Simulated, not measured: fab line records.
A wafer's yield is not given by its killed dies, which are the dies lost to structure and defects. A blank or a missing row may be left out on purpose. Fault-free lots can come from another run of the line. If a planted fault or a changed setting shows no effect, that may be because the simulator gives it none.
Split-lot trial	flow sfq_line	5 lots, 23 wafers read, on a route of 325 steps

== THE SPLIT ITSELF ==
At SFQ_TRILAYER_M5_ETCH_METAL_ETCH_126 (etches Nb in Cl2/BCl3, stops on SiO2, time 203.2 s, target depth 265 nm), the setting icp_w was moved away from the recipe's 600 W on 7 of the 23 wafers read, by -11.1% to +4.3%. The other wafers ran this setting at the recipe's value.

Reading taken at the split's own step.

== THE READING ==
KrF_of_TRILAYER_M5_LITHO_COAT_123.thk_nm (the simulator's own value, which no gauge read), in nm, at SFQ_TRILAYER_M5_ETCH_METAL_ETCH_126 (etches Nb in Cl2/BCl3, stops on SiO2, time 203.2 s, target depth 265 nm). The file does not state a usual value for it. The 16 wafers here that ran the recipe average 367.1 nm, standard deviation 2.3 nm.

wafer	tool, chamber at the split	icp_w as run, W	against the recipe	KrF_of_TRILAYER_M5_LITHO_COAT_123.thk_nm, nm	against lot-mates on the recipe
L074.1	rie_metal-03, 1	600	recipe	368.7	-
L074.3	rie_metal-03, 0	623.7	+4.0%	358.2	-11.3
L074.4	rie_metal-03, 1	600	recipe	370.3	-
L074.5	rie_metal-03, 1	623.7	+4.0%	363.5	-6.0
L074.6	rie_metal-03, 0	623.7	+4.0%	360.3	-9.2
L079.2	rie_metal-03, 0	600	recipe	363.3	-
L079.3	rie_metal-03, 0	600	recipe	363.1	-
L079.4	rie_metal-03, 1	600	recipe	366.8	-
L079.5	rie_metal-03, 0	600	recipe	364.1	-
L079.6	rie_metal-03, 1	600	recipe	368	-
L081.2	rie_metal-03, 1	600	recipe	367.2	-
L081.3	rie_metal-03, 0	600	recipe	365.2	-
L081.4	rie_metal-03, 1	600	recipe	369.8	-
L082.2	rie_metal-03, 1	533.2	-11.1%	382.9	+14.2
L082.3	rie_metal-03, 1	600	recipe	368.2	-
L082.4	rie_metal-03, 1	600	recipe	369.8	-
L082.5	rie_metal-03, 1	533.2	-11.1%	384.2	+15.5
L082.6	rie_metal-03, 1	600	recipe	368	-
L083.1	rie_metal-03, 0	600	recipe	364.3	-
L083.2	rie_metal-03, 1	625.7	+4.3%	362.5	-4.3
L083.3	rie_metal-03, 1	600	recipe	368.6	-
L083.4	rie_metal-03, 0	625.7	+4.3%	362.6	-4.2
L083.6	rie_metal-03, 0	600	recipe	367.5	-

THE FIT
A straight line over all 23 wafers: KrF_of_TRILAYER_M5_LITHO_COAT_123.thk_nm changes by -1.45 nm for each +1% of icp_w; r = -0.93; the points scatter about the line by 2.2 nm.
The same after taking each lot's own level away (the mean of its wafers on the recipe; 23 wafers): -1.43 nm for each +1%; r = -0.94; scatter 2.1 nm.
According to that fit, moving icp_w by its largest amount changes the reading by 16 nm.
Measured against the standard deviation above, the lots' own levels, which go from 365.06 to 369.50 nm, span 1.9 times it.
Consequently the slope shifts little with the lot-to-lot level, the two slopes agreeing.
Check: +16.5 nm against its lot-mates is what the line predicts for one of the wafers moved furthest among these (-11.1%) when that wafer is left out of the fit. It came out at +14.2 nm against them.

== THESE WAFERS: OTHER SPLITS ==
Before the reading, these wafers also passed through other splits. Each is held against what the fit with the lots' levels taken away leaves over:
other split on the same wafers	wafers away from the commonest value	r with KrF_of_TRILAYER_M5_LITHO_COAT_123.thk_nm (lot level and that fit taken away)
SFQ_TRILAYER_I2_VIA_BARC_OPEN_VIA_ETCH_096 time_s	6	+0.13
SFQ_TRILAYER_M3_LITHO_COAT_080 spin_rpm	7	+0.24
SFQ_TRILAYER_I3_VIA_LITHO_PEB_088 peb_temp_c	10	+0.11
SFQ_TRILAYER_I3_VIA_BARC_OPEN_VIA_ETCH_121 source_w	8	-0.18
SFQ_TRILAYER_M4_DEP_SPUTTER_091 power_w	7	+0.28
SFQ_TRILAYER_M4_ETCH_METAL_ETCH_096 time_s	5	+0.09
SFQ_TRILAYER_I4_VIA_LITHO_COAT_108 resist_thk_nm	8	-0.18
SFQ_TRILAYER_JJ_CE_LITHO_COAT_119 resist_thk_nm	5	-0.13
SFQ_TRILAYER_M5_LITHO_EXPOSE_124 dose_mj	8	-0.09

== THE FILE'S OWN FIT ==
KrF_of_TRILAYER_M5_LITHO_COAT_123.thk_nm changes by -1.39 nm for each +1% of icp_w, r = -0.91.
